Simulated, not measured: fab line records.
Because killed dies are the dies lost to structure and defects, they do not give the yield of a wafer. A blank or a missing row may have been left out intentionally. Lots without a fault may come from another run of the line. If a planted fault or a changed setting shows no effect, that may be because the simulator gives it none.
Which of the tools did it? / flow gf180mcu / 12 lots, 36 wafers sampled, at 2 steps of a route of 602

WHAT THE GAUGES READ, wafer by wafer
GF_V1_OVL_MEAS_15.
lot=L791; measured=day 18 03:36; on=overlay-01; V1_OVL (nm)=-3 -1 -1
lot=L792; measured=day 18 15:53; on=overlay-02; V1_OVL (nm)=-2 -3 -8
lot=L796; measured=day 20 06:57; on=overlay-02; V1_OVL (nm)=-4 -2 -7
lot=L798; measured=day 21 18:35; on=overlay-01; V1_OVL (nm)=2 0 -4
lot=L800; measured=day 22 07:13; on=overlay-01; V1_OVL (nm)=4 6 3
lot=L801; measured=day 22 21:05; on=overlay-01; V1_OVL (nm)=2 -1 -7
lot=L803; measured=day 23 07:54; on=overlay-01; V1_OVL (nm)=-9 -6 -6
lot=L805; measured=day 23 14:32; on=overlay-01; V1_OVL (nm)=-1 3 -3
lot=L804; measured=day 23 21:32; on=overlay-01; V1_OVL (nm)=-1 6 5
lot=L806; measured=day 24 01:34; on=overlay-01; V1_OVL (nm)=6 10 6
lot=L809; measured=day 25 08:22; on=overlay-02; V1_OVL (nm)=-3 -3 -7
lot=L810; measured=day 25 10:30; on=overlay-02; V1_OVL (nm)=0 4 7

TOOL THAT RAN EACH LOT (tool first, then ch and the chambers of the sampled wafers, then the start)
lot=L791; GF_M1_STRIP_17=plasma-asher-04 ch 0,1, day 17 03:20
lot=L792; GF_M1_STRIP_17=plasma-asher-03 ch 0,1, day 17 15:06
lot=L796; GF_M1_STRIP_17=plasma-asher-02 ch 0,1, day 19 05:25
lot=L798; GF_M1_STRIP_17=plasma-asher-03 ch 0,1, day 20 17:05
lot=L800; GF_M1_STRIP_17=plasma-asher-04 ch 0,1, day 21 06:12
lot=L801; GF_M1_STRIP_17=plasma-asher-04 ch 0,1, day 21 21:10
lot=L803; GF_M1_STRIP_17=plasma-asher-03 ch 0,1, day 22 07:53
lot=L805; GF_M1_STRIP_17=plasma-asher-03 ch 0,1, day 22 14:12
lot=L804; GF_M1_STRIP_17=plasma-asher-04 ch 0,1, day 22 21:01
lot=L806; GF_M1_STRIP_17=plasma-asher-03 ch 0,1, day 23 01:22
lot=L809; GF_M1_STRIP_17=plasma-asher-04 ch 0,1, day 24 09:22
lot=L810; GF_M1_STRIP_17=plasma-asher-04 ch 0, day 24 11:25
- GF_M1_STRIP_17: strips in O2/N2.

AS READ BY THE TOOLS THEMSELVES (means over the sampled wafers that have a number; for cases with no such wafer, the mark the record gives instead)
GF_M1_STRIP_17.
lot=L791; tool=plasma-asher-04; drypump-motor-current-A (A)=5.4; heater-power-w (W)=303; n2-flow-sccm (sccm)=300.1; oes-product-au (a.u.)=0.551; strip-time-to-endpoint-s (s)=7.64
lot=L792; tool=plasma-asher-03; drypump-motor-current-A (A)=6.2; heater-power-w (W)=343; n2-flow-sccm (sccm)=300.3; oes-product-au (a.u.)=0.564; strip-time-to-endpoint-s (s)=7.72
lot=L796; tool=plasma-asher-02; drypump-motor-current-A (A)=5.7; heater-power-w (W)=360; n2-flow-sccm (sccm)=298.4; oes-product-au (a.u.)=0.564; strip-time-to-endpoint-s (s)=7.75
lot=L798; tool=plasma-asher-03; drypump-motor-current-A (A)=6.2; heater-power-w (W)=326; n2-flow-sccm (sccm)=300.3; oes-product-au (a.u.)=0.559; strip-time-to-endpoint-s (s)=7.74
lot=L800; tool=plasma-asher-04; drypump-motor-current-A (A)=5.1; heater-power-w (W)=294; n2-flow-sccm (sccm)=300.2; oes-product-au (a.u.)=0.555; strip-time-to-endpoint-s (s)=7.71
lot=L801; tool=plasma-asher-04; drypump-motor-current-A (A)=5.1; heater-power-w (W)=294; n2-flow-sccm (sccm)=299.6; oes-product-au (a.u.)=0.561; strip-time-to-endpoint-s (s)=7.72
lot=L803; tool=plasma-asher-03; drypump-motor-current-A (A)=6.2; heater-power-w (W)=323; n2-flow-sccm (sccm)=301.3; oes-product-au (a.u.)=0.566; strip-time-to-endpoint-s (s)=7.74
lot=L805; tool=plasma-asher-03; drypump-motor-current-A (A)=6.2; heater-power-w (W)=330; n2-flow-sccm (sccm)=298.5; oes-product-au (a.u.)=0.559; strip-time-to-endpoint-s (s)=7.78
lot=L804; tool=plasma-asher-04; drypump-motor-current-A (A)=5.4; heater-power-w (W)=296; n2-flow-sccm (sccm)=299.8; oes-product-au (a.u.)=0.557; strip-time-to-endpoint-s (s)=7.77
lot=L806; tool=plasma-asher-03; drypump-motor-current-A (A)=6.2; heater-power-w (W)=332; n2-flow-sccm (sccm)=300.5; oes-product-au (a.u.)=0.556; strip-time-to-endpoint-s (s)=7.71
lot=L809; tool=plasma-asher-04; drypump-motor-current-A (A)=5.4; heater-power-w (W)=303; n2-flow-sccm (sccm)=299.8; oes-product-au (a.u.)=0.560; strip-time-to-endpoint-s (s)=7.69
lot=L810; tool=plasma-asher-04; drypump-motor-current-A (A)=5.7; heater-power-w (W)=308; n2-flow-sccm (sccm)=300.2; oes-product-au (a.u.)=0.560; strip-time-to-endpoint-s (s)=7.71

THE ANSWER, worked out from the rows above alone
Rule: the lots themselves supply what counts as usual. Put in order of their means at a reading, lots are off if they are a third of the lots or fewer, leave a main group of 4 or more, and stand apart from it by a gap of 3 or more times the standard deviation of the main group's means; of several such gaps the widest counts. Not used: any main group whose means are identical at the precision the tables above print for the reading. A lot without any number at a reading at which 4 lots or more have one is off too. Where the step has rows for the other lots, those lots are counted as sound. After the gauges, taken in route order, come the tools' own readings; for these a lot's mean is taken, as printed above. At the first step where some lot is off, the reading lying furthest off is the one used; lots without a number count as furthest.
Across all readings shown, no lot is off: no conclusion can be drawn from this.

WHAT THE SIMULATOR HAD PUT IN
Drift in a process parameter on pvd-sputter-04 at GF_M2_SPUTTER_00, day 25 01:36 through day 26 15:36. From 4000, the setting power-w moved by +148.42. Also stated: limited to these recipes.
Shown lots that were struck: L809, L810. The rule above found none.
